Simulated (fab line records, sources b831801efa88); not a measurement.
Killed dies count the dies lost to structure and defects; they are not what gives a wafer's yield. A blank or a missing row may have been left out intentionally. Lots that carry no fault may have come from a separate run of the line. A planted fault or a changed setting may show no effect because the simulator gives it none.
A lot that was struck, set against a sound lot    flow sky130    36 steps out of a route of 708
Sound: the wafers L315.1, L315.3, L315.5. Struck: wafers L305.2, L305.3, L305.6. Last of all comes the cause.
Each step with rows lists, per side, the tool, then ch with its chambers, then its first start. Under that, the readings that differ: sound wafers    struck wafers    difference of the means    sigmas: that difference in standard deviations of wafers without a fault.
alike: words and numbers the same on both sides, and readings whose means are apart by under 2 such deviations; not compared: readings that were withheld, readings missing a value for some wafer, numbers with overlapping values and no deviation given by the record, and bounds like >300 which may hide the same value.
The two part at a step that has a row with sigmas, a row that says differs or no value, or rows on one side only. Non-overlapping numbers with no deviation appear without sigmas and do not part them. A reading missing from all wafers of one side parts the sides only when that side holds two or more wafers.

first, 10 steps without rows for these wafers: SKY_GATE_OXIDE_COAT_05 (resist thk 1140 nm); SKY_GATE_OXIDE_SOFTBAKE_06 (time 60 s); SKY_GATE_OXIDE_EXPOSE_07 (exposes mask LVOM, target cd 600 nm); SKY_GATE_OXIDE_PEB_08; SKY_GATE_OXIDE_DEVELOP_09 (develop time 60 s); SKY_GATE_OXIDE_IMPLANT_11; SKY_GATE_OXIDE_WET_ETCH_12 (etches SiO2 in dHF, target depth 16.8 nm, time 336 s); SKY_GATE_OXIDE_STRIP_13 (strips in O2/N2); SKY_GATE_OXIDE_CLEAN_15 (cleans in SC1/SC2, time 150 s); SKY_GATE_OXIDE_OXIDATION_16 (stabilise 600 s, purge 300 s, target thk 3.57 nm).
SKY_POLY_GATE_CVD_00: deposits poly-Si, target thk 180 nm, time 720 s.
  sound on lpcvd-01 ch 0, day 22 02:08; struck on lpcvd-01 ch 1, day 18 21:15
reading                                        sound            struck             difference  sigmas
model.poly-Si_of_POLY_GATE_CVD_00.thk nm (nm)  180.3 180.3 180  164.1 165.7 165.1  -15.2       
SKY_POLY_GATE_THK_MEAS_01:
  struck on film metro-01, day 18 22:28; sound on film metro-03, day 22 03:20
reading                    sound              struck             difference  sigmas
POLY_GATE_CVD_00_THK (nm)  180.1 180.3 180.0  164.1 165.7 165.0  -15.2       -11
then, 9 steps without rows for these wafers: SKY_RES_PROTECT_DEHYDRATE_00 (time 60 s); SKY_RES_PROTECT_HMDS_01 (prime time 60 s); SKY_RES_PROTECT_COAT_02 (resist thk 1140 nm); SKY_RES_PROTECT_SOFTBAKE_03 (time 60 s); SKY_RES_PROTECT_EXPOSE_04 (exposes mask RPM, target cd 1270 nm); SKY_RES_PROTECT_PEB_05; SKY_RES_PROTECT_DEVELOP_06 (develop time 60 s); SKY_POLY_GATE_IMPLANT_02; SKY_RES_PROTECT_STRIP_07 (strips in O2/N2).
SKY_RES_PROTECT_CLEAN_09: cleans in SC1/SC2, time 150 s.
  sound on wet bench-03 ch 0, day 23 09:40; struck on wet bench-01 ch 2, day 20 05:31
reading                                        sound              struck             difference  sigmas
bath guard temp C (C)                          69.2 68.7 69.4     70.4 71.1 70.6     +1.6        +3
model.poly-Si_of_POLY_GATE_CVD_00.thk nm (nm)  179.7 179.7 179.4  163.5 165.1 164.5  -15.2       
then, 11 steps without rows for these wafers: SKY_POLY_GATE_CVD_03 (deposits Si3N4 from DCS/NH3, target thk 75 nm, time 1290 s); SKY_POLY_GATE_DEHYDRATE_05 (time 60 s); SKY_POLY_GATE_HMDS_06 (prime time 60 s); SKY_POLY_GATE_COAT_07 (resist thk 110 nm); SKY_POLY_GATE_COAT_08 (resist thk 450 nm); SKY_POLY_GATE_SOFTBAKE_09 (time 90 s); SKY_POLY_GATE_EXPOSE_10 (exposes mask P1M, target cd 150 nm); SKY_POLY_GATE_PEB_11; SKY_POLY_GATE_DEVELOP_12 (develop time 60 s); SKY_POLY_GATE_ETCH_15 (etches BARC in N2/H2, stops on SiO2, time 118.5 s, target depth 110 nm); SKY_POLY_GATE_ETCH_16 (etches Si3N4 in CH3F/O2, stops on poly-Si, time 147.5 s, target depth 75 nm).
SKY_POLY_GATE_ETCH_17: etches poly-Si in HBr/Cl2, stops on SiO2, target depth 180 nm, time 70.5 s.
  sound on rie si-01 ch 0,1,3, day 24 18:25; struck on rie si-01 ch 1,3, day 21 14:04
reading                                sound              struck             difference  sigmas
oes product au (a.u.)                  0.976 0.980 0.969  0.926 0.936 0.934  -0.043      -5
model.etch.depth nm (nm)               176.3 179.2 173.9  163.5 165.1 164.5  -12.1       
model.POLY_GATE.feature depth nm (nm)  176.3 179.2 173.9  163.5 165.1 164.5  -12.1       
  alike: chamber pressure mTorr, drypump motor current A, rf fwd power W, throttle valve pct
  not compared: rf hours counter h
then, 1 step without rows for these wafers: SKY_POLY_GATE_STRIP_18 (strips in O2/N2).
-- the record jumps here: 28 days lie between the struck wafers' starts before and after (it left off in module POLY_GATE and takes up again in module PAD_OPEN, whose first step shown is number 708 of the route) --
SKY_PAD_OPEN_PROBE_99:
  struck on prober-01, day 49 07:55; sound on prober-01, day 51 02:49
reading                              sound              struck             difference  sigmas
model.etest.res high po.line ohm um  733.8 758.5 746.1  817.1 782.9 780.6  +47.4       
model.etest.res poly.line ohm um     502.1 533.8 524.9  566.2 536.6 546.2  +29.4       
model.etest.res high po.rs ohm sq    259.9 267 259.6    288.1 278.2 278.7  +19.5       
model.etest.res poly.rs ohm sq       47.75 48.9 47.9    52.92 51.7 51.94   +4.00       
  alike: killed_at_M0_to_M3, killed_at_M4_up, killed at contacts, killed at front end, killed at other, killed dies, killed on rim, killed open, killed short
  not compared: model.etest.cap li to poly.c af um2

WHERE THEY PART
Earliest at SKY_POLY_GATE_THK_MEAS_01; latest, in this record, at SKY_POLY_GATE_ETCH_17. Later steps at which nothing parts them and some readings are alike: SKY_PAD_OPEN_PROBE_99.

WHY: what the simulator had put in
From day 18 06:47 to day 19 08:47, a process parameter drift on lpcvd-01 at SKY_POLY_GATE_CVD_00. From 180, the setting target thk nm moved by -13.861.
